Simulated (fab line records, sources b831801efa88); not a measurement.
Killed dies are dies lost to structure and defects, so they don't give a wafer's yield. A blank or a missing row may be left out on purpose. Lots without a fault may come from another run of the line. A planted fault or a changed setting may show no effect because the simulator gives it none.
A struck lot beside a sound one | flow sfq_line | 13 steps out of a route of 325
Sound: wafers L626.1, L626.3, L626.6. Struck: wafers L631.1, L631.2, L631.5. The cause comes at the end.
At each step with rows: each side's tool, then ch and its chambers, then its first start. Under that, the readings that differ: sound wafers | struck wafers | difference of the means | sigmas: that difference in standard deviations of wafers without a fault.
alike: readings whose means differ by less than 2 such deviations, and words and numbers that are the same on both sides. not compared: withheld readings, readings that some wafer has no value for, bounds like >300 that may hide the same value, and numbers for which the record gives no deviation and whose values overlap.
The two part at a step that has a row with sigmas, a row that says differs or no value, or rows on one side only. Numbers that don't overlap but have no deviation are shown without sigmas and don't part them. A reading that every wafer of one side lacks parts them only if that side has two wafers or more.

SFQ_INCOMING_BOW_MEAS_900:
  sound on film_metro-01, day 1 10:00; struck on film_metro-02, day 2 11:00
  alike: INCOMING_BOW
then, 1 step without rows for these wafers: SFQ_TRILAYER_INCOMING_OXIDATION_002 (target thk 500 nm, ox time 4759 s).
SFQ_TRILAYER_L0_DEP_SPUTTER_003: material MoNx KI, target thk 40 nm, time 100 s.
  sound on pvd_sputter-04, day 1 12:29; struck on pvd_sputter-06, day 2 13:29
  alike: throttle_valve_pct
SFQ_L0_RS_MEAS_901: measures by four-point-probe.
  sound on film_metro-02, day 1 12:34; struck on film_metro-03, day 2 13:34
  alike: L0_MONX_KI_RS
SFQ_L0_THK_MEAS_902: measures by xrf.
  sound on film_metro-02, day 1 12:41; struck on film_metro-03, day 2 13:41
  alike: L0_MONX_KI_THK
then, 6 steps without rows for these wafers: SFQ_TRILAYER_L0_LITHO_COAT_010 (resist thk 62 nm); SFQ_TRILAYER_L0_LITHO_COAT_005 (resist thk 600 nm); SFQ_TRILAYER_L0_LITHO_SOFTBAKE_009; SFQ_TRILAYER_L0_LITHO_EXPOSE_006 (exposes mask L0, target cd 2000 nm); SFQ_TRILAYER_L0_LITHO_PEB_008 (peb time 60 s); SFQ_TRILAYER_L0_LITHO_DEVELOP_007 (time 60 s).
-- the record jumps here: 3 days lie between the struck wafers' starts before and after --
SFQ_TRILAYER_L0_BARC_OPEN_METAL_ETCH_010: etches BARC in O2, target depth 125 nm, time 40.12 s.
  sound on rie_metal-01 ch 0, day 5 08:50; struck on rie_metal-02 ch 0,1, day 6 00:26
  reading    | sound             | struck            | difference | sigmas
  bias_w (W) | 80.37 79.87 79.95 | 76.90 77.36 76.65 | -3.09      | -13
  alike: drypump_motor_current_A, he_backside_leak_sccm, oes_product_au
  not compared: rf_hours_counter_h
SFQ_TRILAYER_L0_ETCH_METAL_ETCH_008: etches MoNx KI in SF6/O2, stops on SiO2, target depth 50 nm, time 25 s.
  sound on rie_metal-01 ch 0, day 5 08:54; struck on rie_metal-02 ch 0,1, day 6 00:30
  alike: bias_w, drypump_motor_current_A, he_backside_leak_sccm, oes_product_au
  not compared: rf_hours_counter_h

WHERE THEY PART
Only at SFQ_TRILAYER_L0_BARC_OPEN_METAL_ETCH_010, within this record. Later steps at which nothing parts them and some readings are alike: SFQ_TRILAYER_L0_ETCH_METAL_ETCH_008.

WHY: what the simulator had put in
Process parameter drift: rie_metal-02, from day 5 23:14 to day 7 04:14, at SFQ_TRILAYER_L0_BARC_OPEN_METAL_ETCH_010. Setting bias_w, moved by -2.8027, from 80. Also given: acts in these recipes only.
